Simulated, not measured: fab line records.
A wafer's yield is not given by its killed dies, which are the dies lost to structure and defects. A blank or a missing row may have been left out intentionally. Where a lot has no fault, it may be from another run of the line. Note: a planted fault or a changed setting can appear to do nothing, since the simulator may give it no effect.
Chamber matching / flow sky130 / SKY_VIA1_CMP_24 on cmp-02 has 4 sister chambers
The step polishes, stops on SiO2, t overpolish 15 s, target thk 0 nm. 8 wafers are shown with their chamber, then 9 later ones without.

## EACH WAFER AND ITS CHAMBER
wafer=L258.3; chamber=1; motor-current-A (A)=10.8; overpolish-run-s (s)=14.995
wafer=L259.4; chamber=0; motor-current-A (A)=11.4; overpolish-run-s (s)=15.010
wafer=L259.6; chamber=3; motor-current-A (A)=11.1; overpolish-run-s (s)=15.001
wafer=L260.1; chamber=0; motor-current-A (A)=10.7; overpolish-run-s (s)=15.004
wafer=L260.6; chamber=1; motor-current-A (A)=10.9; overpolish-run-s (s)=14.998
wafer=L263.1; chamber=2; motor-current-A (A)=12.7; overpolish-run-s (s)=14.997
wafer=L263.4; chamber=3; motor-current-A (A)=10.9; overpolish-run-s (s)=15.008
wafer=L263.5; chamber=2; motor-current-A (A)=12.2; overpolish-run-s (s)=15.004

## WAFERS WHOSE CHAMBER IS MISSING
wafer=L264.2; motor-current-A (A)=11.3; overpolish-run-s (s)=15.012
wafer=L264.5; motor-current-A (A)=10.8; overpolish-run-s (s)=15.006
wafer=L264.6; motor-current-A (A)=12.9; overpolish-run-s (s)=14.995
wafer=L265.1; motor-current-A (A)=11.5; overpolish-run-s (s)=14.999
wafer=L265.2; motor-current-A (A)=10.8; overpolish-run-s (s)=14.993
wafer=L265.6; motor-current-A (A)=11.0; overpolish-run-s (s)=14.998
wafer=L267.2; motor-current-A (A)=11.0; overpolish-run-s (s)=14.996
wafer=L267.5; motor-current-A (A)=12.5; overpolish-run-s (s)=14.991
wafer=L267.6; motor-current-A (A)=10.7; overpolish-run-s (s)=15.002

## WHICH CHAMBER EACH ONE RAN IN
wafer=L264.2; from the rows above=can't be placed: 0 or 3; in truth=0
wafer=L264.5; from the rows above=can't be placed: 3 or 0 or 1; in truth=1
wafer=L264.6; from the rows above=2; in truth=2
wafer=L265.1; from the rows above=can't be placed: 3 or 1 or 0 or 2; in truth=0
wafer=L265.2; from the rows above=can't be placed: 1 or 3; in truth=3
wafer=L265.6; from the rows above=can't be placed: 1 or 3 or 0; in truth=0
wafer=L267.2; from the rows above=can't be placed: 1 or 3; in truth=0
wafer=L267.5; from the rows above=2; in truth=2
wafer=L267.6; from the rows above=can't be placed: 3 or 1 or 0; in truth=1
2 of 9 placed correctly. Can't be placed from these rows: 7 (the true chamber is among the candidates in 6). Wrongly placed: 0.
How it was worked out, from the rows above alone: a wafer's distance from a chamber is the root of the sum, over the readings, of the square of ((its reading less the chamber's mean) divided by the reading's scatter). The wafer belongs to the nearest chamber; if the next one is less than 2 further off, it can't be placed. For every chamber, the mean is computed from those of its wafers that are shown. The scatter: take each reading less its chamber's mean, square it, sum over the shown wafers, divide by the number of wafers less the number of chambers, and take the root.
